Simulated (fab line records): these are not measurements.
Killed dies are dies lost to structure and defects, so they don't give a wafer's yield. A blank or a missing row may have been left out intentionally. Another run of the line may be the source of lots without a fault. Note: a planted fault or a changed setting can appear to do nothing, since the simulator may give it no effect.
Which of the tools did it? + flow gf180mcu + Sampling: 14 lots, 42 wafers, 4 of 602 route steps

== WHAT THE GAUGES SHOWED, per wafer ==
GF_V3_OVL_MEAS_15.
| lot  | measured     | on         | V3_OVL (nm) |
|------|--------------|------------|-------------|
| L113 | day 22 11:59 | overlay-02 | 5 7 4       |
| L115 | day 23 09:44 | overlay-02 | -4 -3 -9    |
| L116 | day 23 13:53 | overlay-01 | 5 11 9      |
| L117 | day 24 06:10 | overlay-02 | 3 7 4       |
| L120 | day 25 00:41 | overlay-01 | 13 0 15     |
| L119 | day 25 02:27 | overlay-01 | 4 14 8      |
| L121 | day 25 09:32 | overlay-02 | 1 3 -2      |
| L129 | day 27 18:10 | overlay-01 | -7 -2 -1    |
| L130 | day 28 02:53 | overlay-02 | -8 -7 0     |
| L131 | day 28 05:06 | overlay-02 | 8 15 4      |
| L132 | day 28 09:47 | overlay-02 | 0 -3 -8     |
| L133 | day 28 18:53 | overlay-02 | 9 7 16      |
| L135 | day 29 05:53 | overlay-01 | 2 -1 1      |
| L136 | day 29 10:57 | overlay-01 | 6 11 6      |

== EACH LOT AND THE TOOL THAT RAN IT (in order: tool; ch and the chambers of the sampled wafers; start) ==
| lot  | GF_M2_SPUTTER_03            | GF_M3_SPUTTER_00            | GF_M3_DEVELOP_13                 |
|------|-----------------------------|-----------------------------|----------------------------------|
| L113 | pvdSputter-03, day 18 07:02 | pvdSputter-01, day 20 10:47 | lithoTrack-01 ch 0, day 21 11:08 |
| L115 | pvdSputter-03, day 19 05:53 | pvdSputter-01, day 21 08:58 | lithoTrack-03 ch 0, day 22 09:00 |
| L116 | pvdSputter-04, day 19 10:29 | pvdSputter-02, day 21 14:02 | lithoTrack-04 ch 0, day 22 13:33 |
| L117 | pvdSputter-04, day 20 03:14 | pvdSputter-01, day 22 05:59 | lithoTrack-01 ch 0, day 23 05:04 |
| L120 | pvdSputter-03, day 21 02:21 | pvdSputter-01, day 23 03:58 | lithoTrack-01 ch 0, day 24 01:53 |
| L119 | pvdSputter-04, day 21 02:59 | pvdSputter-02, day 23 04:59 | lithoTrack-03 ch 0, day 24 03:18 |
| L121 | pvdSputter-04, day 21 10:50 | pvdSputter-02, day 23 12:50 | lithoTrack-04 ch 0, day 24 10:30 |
| L129 | pvdSputter-04, day 24 01:11 | pvdSputter-01, day 25 23:23 | lithoTrack-01 ch 0, day 26 20:22 |
| L130 | pvdSputter-04, day 24 11:05 | pvdSputter-02, day 26 08:01 | lithoTrack-01 ch 0, day 27 04:34 |
| L131 | pvdSputter-03, day 24 14:23 | pvdSputter-03, day 26 11:08 | lithoTrack-03 ch 0, day 27 07:48 |
| L132 | pvdSputter-01, day 24 19:54 | pvdSputter-01, day 26 16:05 | lithoTrack-03 ch 0, day 27 12:57 |
| L133 | pvdSputter-03, day 25 05:39 | pvdSputter-01, day 27 01:14 | lithoTrack-03 ch 0, day 27 21:36 |
| L135 | pvdSputter-04, day 25 18:26 | pvdSputter-03, day 27 13:44 | lithoTrack-04 ch 0, day 28 09:09 |
| L136 | pvdSputter-03, day 25 22:17 | pvdSputter-02, day 27 18:17 | lithoTrack-04 ch 0, day 28 13:51 |
- GF_M2_SPUTTER_03: material Ti, target thk 10 nm, time 6.7 s.
- GF_M3_SPUTTER_00: material Ti, target thk 37.5 nm, time 150 s.
- GF_M3_DEVELOP_13: develop time 60 s.

== AS READ BY THE TOOLS THEMSELVES (means over the sampled wafers that have a number; for cases with no such wafer, the mark the record gives instead) ==
GF_M2_SPUTTER_03.
| lot  | tool          | throttleValvePct (%) |
|------|---------------|----------------------|
| L113 | pvdSputter-03 | 29.1                 |
| L115 | pvdSputter-03 | 29.0                 |
| L116 | pvdSputter-04 | 30.3                 |
| L117 | pvdSputter-04 | 29.9                 |
| L120 | pvdSputter-03 | 28.9                 |
| L119 | pvdSputter-04 | 30.8                 |
| L121 | pvdSputter-04 | 30.0                 |
| L129 | pvdSputter-04 | 30.6                 |
| L130 | pvdSputter-04 | 31.5                 |
| L131 | pvdSputter-03 | 29.8                 |
| L132 | pvdSputter-01 | 29.6                 |
| L133 | pvdSputter-03 | 29.8                 |
| L135 | pvdSputter-04 | 30.1                 |
| L136 | pvdSputter-03 | 30.3                 |

GF_M3_SPUTTER_00.
| lot  | tool          | throttleValvePct (%) |
|------|---------------|----------------------|
| L113 | pvdSputter-01 | 29.5                 |
| L115 | pvdSputter-01 | 29.5                 |
| L116 | pvdSputter-02 | 29.4                 |
| L117 | pvdSputter-01 | 29.8                 |
| L120 | pvdSputter-01 | 29.8                 |
| L119 | pvdSputter-02 | 29.7                 |
| L121 | pvdSputter-02 | 29.5                 |
| L129 | pvdSputter-01 | 30.6                 |
| L130 | pvdSputter-02 | 29.4                 |
| L131 | pvdSputter-03 | 28.8                 |
| L132 | pvdSputter-01 | 30.5                 |
| L133 | pvdSputter-01 | 30.6                 |
| L135 | pvdSputter-03 | 29.1                 |
| L136 | pvdSputter-02 | 29.8                 |

GF_M3_DEVELOP_13.
| lot  | tool          | developerTempC (C) |
|------|---------------|--------------------|
| L113 | lithoTrack-01 | 20.97              |
| L115 | lithoTrack-03 | 21.00              |
| L116 | lithoTrack-04 | 21.13              |
| L117 | lithoTrack-01 | 21.07              |
| L120 | lithoTrack-01 | 20.99              |
| L119 | lithoTrack-03 | 20.95              |
| L121 | lithoTrack-04 | 21.02              |
| L129 | lithoTrack-01 | 19.98              |
| L130 | lithoTrack-01 | 20.10              |
| L131 | lithoTrack-03 | 20.92              |
| L132 | lithoTrack-03 | 21.02              |
| L133 | lithoTrack-03 | 21.01              |
| L135 | lithoTrack-04 | 20.92              |
| L136 | lithoTrack-04 | 20.96              |

== THE ANSWER, worked out from the rows above alone ==
Rule: what is usual is taken from the lots themselves. The widest of any qualifying gaps counts: lots, ordered by their means at a reading, are off when they make up no more than a third of the lots, leave a main group of 4 or more, and stand apart from it by 3 or more times the standard deviation of that group's means. Not used: any main group whose means are identical at the precision the tables above print for the reading. Also off: a lot with no number at a reading for which 4 or more lots have one. Where the step has rows for the other lots, those lots are counted as sound. Order of review: gauges by route order, followed by the tools' own readings, for which a lot's mean as printed above is used. The first step at which some lot is off is used, and at that step the reading that is off furthest; a lot without a number counts as furthest.
Off: L129, L130, at GF_M3_DEVELOP_13 (developerTempC). Main group: mean 21.00 C, sd 0.058.
A tool fits if, at that step or a process step before it, it ran every lot that is off, and no sound lot after the first of them. One candidate fits, namely lithoTrack-01 at GF_M3_DEVELOP_13. Its last sound lot is L120 (day 24 01:53), its first lot that is off L129 (day 26 20:22): a fault that began between those two fits.
On the lots that are off, the tool's own readings at GF_M3_DEVELOP_13 differ by more than 5 times the standard deviation of the sound lots' means, which bears it out; developerTempC reads 20.04 C there versus 21.00 C on the sound lots.

== WHAT WAS PUT IN BY THE SIMULATOR ==
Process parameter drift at GF_M3_DEVELOP_13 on lithoTrack-01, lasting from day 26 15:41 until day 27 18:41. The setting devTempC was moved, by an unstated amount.
Shown lots that were struck: L129, L130. The rule given above showed the same thing.
